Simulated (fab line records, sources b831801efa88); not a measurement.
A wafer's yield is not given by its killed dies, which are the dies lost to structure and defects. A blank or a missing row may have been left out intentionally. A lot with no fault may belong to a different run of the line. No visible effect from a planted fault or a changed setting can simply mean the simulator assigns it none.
Which tool was responsible? || flow gf180mcu || 13 lots with 39 wafers sampled at 2 steps, on a route of 602 steps

## WHAT EACH GAUGE READ, for each wafer
GF_TOP_METAL_THK_MEAS_06: measures by xrf. Usual: TOP_METAL_ALCU_THK typically reads 898 nm, with standard deviation 9.
{"lot": "L645", "measured": "day 27 01:26", "on": "film-metro-01", "TOP_METAL_ALCU_THK (nm)": "882 888 897", "flag": ""}
{"lot": "L646", "measured": "day 27 05:31", "on": "film-metro-02", "TOP_METAL_ALCU_THK (nm)": "890 898 895", "flag": ""}
{"lot": "L647", "measured": "day 27 14:47", "on": "film-metro-03", "TOP_METAL_ALCU_THK (nm)": "901 886 896", "flag": ""}
{"lot": "L649", "measured": "day 28 12:35", "on": "film-metro-03", "TOP_METAL_ALCU_THK (nm)": "919 922 912", "flag": ""}
{"lot": "L648", "measured": "day 28 16:34", "on": "film-metro-03", "TOP_METAL_ALCU_THK (nm)": "885 900 895", "flag": ""}
{"lot": "L653", "measured": "day 30 00:58", "on": "film-metro-03", "TOP_METAL_ALCU_THK (nm)": "906 893 901", "flag": ""}
{"lot": "L652", "measured": "day 30 04:23", "on": "film-metro-03", "TOP_METAL_ALCU_THK (nm)": "905 892 895", "flag": ""}
{"lot": "L654", "measured": "day 30 14:33", "on": "film-metro-01", "TOP_METAL_ALCU_THK (nm)": "902 901 902", "flag": ""}
{"lot": "L655", "measured": "day 30 17:46", "on": "film-metro-02", "TOP_METAL_ALCU_THK (nm)": "897 899 899", "flag": ""}
{"lot": "L656", "measured": "day 30 20:07", "on": "film-metro-02", "TOP_METAL_ALCU_THK (nm)": "903 895 905", "flag": ""}
{"lot": "L657", "measured": "day 31 03:41", "on": "film-metro-02", "TOP_METAL_ALCU_THK (nm)": "895 893 902", "flag": ""}
{"lot": "L659", "measured": "day 31 10:08", "on": "film-metro-02", "TOP_METAL_ALCU_THK (nm)": "892 881 898", "flag": ""}
{"lot": "L668", "measured": "day 33 13:19", "on": "film-metro-01", "TOP_METAL_ALCU_THK (nm)": "898 897 902", "flag": ""}

## WHICH TOOL RAN EACH LOT (tool, then ch and the chambers of the sampled wafers, then the start)
{"lot": "L645", "GF_CONTACT_ETCH_16": "rie-diel-04 ch 0,1,3, day 15 19:30"}
{"lot": "L646", "GF_CONTACT_ETCH_16": "rie-diel-04 ch 0,1,2, day 16 01:24"}
{"lot": "L647", "GF_CONTACT_ETCH_16": "rie-diel-04 ch 1,2,3, day 16 10:48"}
{"lot": "L649", "GF_CONTACT_ETCH_16": "rie-diel-01 ch 0,2,3, day 17 14:12"}
{"lot": "L648", "GF_CONTACT_ETCH_16": "rie-diel-03 ch 0,1, day 17 19:31"}
{"lot": "L653", "GF_CONTACT_ETCH_16": "rie-diel-01 ch 0,1,3, day 19 11:12"}
{"lot": "L652", "GF_CONTACT_ETCH_16": "rie-diel-04 ch 1,2,3, day 19 13:52"}
{"lot": "L654", "GF_CONTACT_ETCH_16": "rie-diel-03 ch 0,3, day 20 02:37"}
{"lot": "L655", "GF_CONTACT_ETCH_16": "rie-diel-04 ch 0,1,3, day 20 09:19"}
{"lot": "L656", "GF_CONTACT_ETCH_16": "rie-diel-04 ch 1,3, day 20 12:22"}
{"lot": "L657", "GF_CONTACT_ETCH_16": "rie-diel-04 ch 0,1, day 20 20:36"}
{"lot": "L659", "GF_CONTACT_ETCH_16": "rie-diel-04 ch 0,1,3, day 21 09:15"}
{"lot": "L668", "GF_CONTACT_ETCH_16": "rie-diel-01 ch 1,2,3, day 24 06:03"}
- GF_CONTACT_ETCH_16: etches BARC in N2/H2.

## WHAT THE TOOLS THEMSELVES READ (means of the sampled wafers that have a number; where no wafer has one, the mark that the record gives instead)
GF_CONTACT_ETCH_16. Usual: drypump-motor-current-A 5.8 A, standard deviation 0.38; oes-product-au 0.854 a.u., standard deviation 0.0047; throttle-valve-pct 13.225 %, standard deviation 0.0083.
{"lot": "L645", "tool": "rie-diel-04", "drypump-motor-current-A (A)": 5.9, "oes-product-au (a.u.)": 0.854, "throttle-valve-pct (%)": 13.223, "flag": ""}
{"lot": "L646", "tool": "rie-diel-04", "drypump-motor-current-A (A)": 5.6, "oes-product-au (a.u.)": 0.858, "throttle-valve-pct (%)": 13.222, "flag": ""}
{"lot": "L647", "tool": "rie-diel-04", "drypump-motor-current-A (A)": 5.8, "oes-product-au (a.u.)": 0.853, "throttle-valve-pct (%)": 13.229, "flag": ""}
{"lot": "L649", "tool": "rie-diel-01", "drypump-motor-current-A (A)": 5.9, "oes-product-au (a.u.)": 0.853, "throttle-valve-pct (%)": 13.229, "flag": ""}
{"lot": "L648", "tool": "rie-diel-03", "drypump-motor-current-A (A)": 5.9, "oes-product-au (a.u.)": 0.855, "throttle-valve-pct (%)": 13.229, "flag": ""}
{"lot": "L653", "tool": "rie-diel-01", "drypump-motor-current-A (A)": 5.9, "oes-product-au (a.u.)": 0.854, "throttle-valve-pct (%)": 13.232, "flag": ""}
{"lot": "L652", "tool": "rie-diel-04", "drypump-motor-current-A (A)": 5.8, "oes-product-au (a.u.)": 0.852, "throttle-valve-pct (%)": 13.228, "flag": ""}
{"lot": "L654", "tool": "rie-diel-03", "drypump-motor-current-A (A)": 5.7, "oes-product-au (a.u.)": 0.855, "throttle-valve-pct (%)": 13.225, "flag": ""}
{"lot": "L655", "tool": "rie-diel-04", "drypump-motor-current-A (A)": 5.9, "oes-product-au (a.u.)": 0.859, "throttle-valve-pct (%)": 13.231, "flag": ""}
{"lot": "L656", "tool": "rie-diel-04", "drypump-motor-current-A (A)": 6.2, "oes-product-au (a.u.)": 0.856, "throttle-valve-pct (%)": 13.226, "flag": ""}
{"lot": "L657", "tool": "rie-diel-04", "drypump-motor-current-A (A)": 5.9, "oes-product-au (a.u.)": 0.862, "throttle-valve-pct (%)": 13.224, "flag": ""}
{"lot": "L659", "tool": "rie-diel-04", "drypump-motor-current-A (A)": 5.9, "oes-product-au (a.u.)": 0.856, "throttle-valve-pct (%)": 13.228, "flag": ""}
{"lot": "L668", "tool": "rie-diel-01", "drypump-motor-current-A (A)": 5.9, "oes-product-au (a.u.)": 0.847, "throttle-valve-pct (%)": 13.227, "flag": ""}

## THE ANSWER, worked out from the rows above alone
Rule: a lot counts as off when the mean over its wafers that have a number is more than 3 standard deviations away from the usual mean. Also off: a lot with no number at a reading for which 4 or more lots have one. Where the step has rows for the other lots, those lots are counted as sound. First the gauges in route order, then the tools' own readings, where a lot's mean is used as printed above. The first step at which some lot is off is used, and at that step the reading that is off furthest; a lot without a number counts as furthest.
None of the lots is off at any reading shown; this tells nothing.

## WHAT WAS PUT IN BY THE SIMULATOR
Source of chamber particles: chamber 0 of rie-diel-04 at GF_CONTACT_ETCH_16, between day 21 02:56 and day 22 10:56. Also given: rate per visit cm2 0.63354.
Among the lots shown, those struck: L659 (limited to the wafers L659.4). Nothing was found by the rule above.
